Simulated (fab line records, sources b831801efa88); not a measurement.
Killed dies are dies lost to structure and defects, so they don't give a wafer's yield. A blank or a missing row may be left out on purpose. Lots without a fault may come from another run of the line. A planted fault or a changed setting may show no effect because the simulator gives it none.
Problem report in the 8D (eight disciplines) form, filled by code | flow gf180mcu | the parts of the form that need people (team, actions taken, sign-off) are left out

1. THE PROBLEM
chamber_pressure_pa at GF_M2_SPUTTER_01 reads a mean of 0.4865 Pa on 6 wafers of 2 lots; wafers without a fault read 0.3999 Pa with a standard deviation of 0.00088. That is +98 standard deviations from the usual mean.
The step: material TiN, target thk 30 nm, time 25 s.
First seen on wafer L136.2, day 22 15:28, on pvd_sputter-04. The record holds 39 wafers of 13 lots with a number at this step. Rule for "out", or "out of limits": more than 4 standard deviations from the usual mean. The other wafers with a number count as sound.

2. WHAT IT IS AND WHAT IT IS NOT
question                    | is                     | is not
which readings at this step | chamber_pressure_pa    | -
which lots                  | L136, L138             | L124, L127, L128, L129, L130, L131, L135, L144, L145, L146, L147
which wafers of those lots  | all that have a number | -
read on which tools         | pvd_sputter-04         | pvd_sputter-01
when                        | from day 22 15:28      | up to then (21 sound wafers); but 12 sound wafers of L144, L145, L146, L147 came after

3. SUSPECTS, AND WHAT RULES EACH OUT
Counting: a tool at a process step up to the reading stays a suspect if it ran every lot that is out and no sound lot after the first of them.
- pvd_sputter-04 at GF_M2_SPUTTER_01 (material TiN, target thk 30 nm, time 25 s): ruled out as a lasting fault. Sound lots L147 ran on it after its first lot that is out, L136 (day 22 15:28).
Left after counting: nothing in the record.

4. THE CAUSE (what the simulator had put in)
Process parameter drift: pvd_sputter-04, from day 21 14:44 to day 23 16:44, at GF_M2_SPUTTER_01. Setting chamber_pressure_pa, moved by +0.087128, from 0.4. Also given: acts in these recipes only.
Counting ruled it out, wrongly.

5. THE CHAIN OF EFFECTS, in route order
Each row: a reading whose mean over the struck wafers that have a number lies more than 3 standard deviations from the usual. Only readings for which the record gives a usual standard deviation are gone through. hours: the time from each lot's start at the first step in this table that gives one to its start at this step, as a median over the lots. sigmas: the change in usual standard deviations.
hours | step             | reading             | usual     | on struck wafers | change  | sigmas
0     | GF_M2_SPUTTER_01 | chamber_pressure_pa | 0.3999 Pa | 0.4865           | +0.0866 | +98
0     | GF_M2_SPUTTER_01 | throttle_valve_pct  | 29.5 %    | 26.7             | -2.8    | -3.3
The process steps in it:
- GF_M2_SPUTTER_01: material TiN, target thk 30 nm, time 25 s.
Later measuring or inspecting steps at which every struck wafer that the step has a row for has a number for every such reading, and none has moved that far: GF_M2_RS_MEAS_05.

6. WHAT WOULD HAVE CAUGHT IT SOONER
In this record the first reading out of limits was taken at day 22 15:28, 25 hours after the fault began at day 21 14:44.
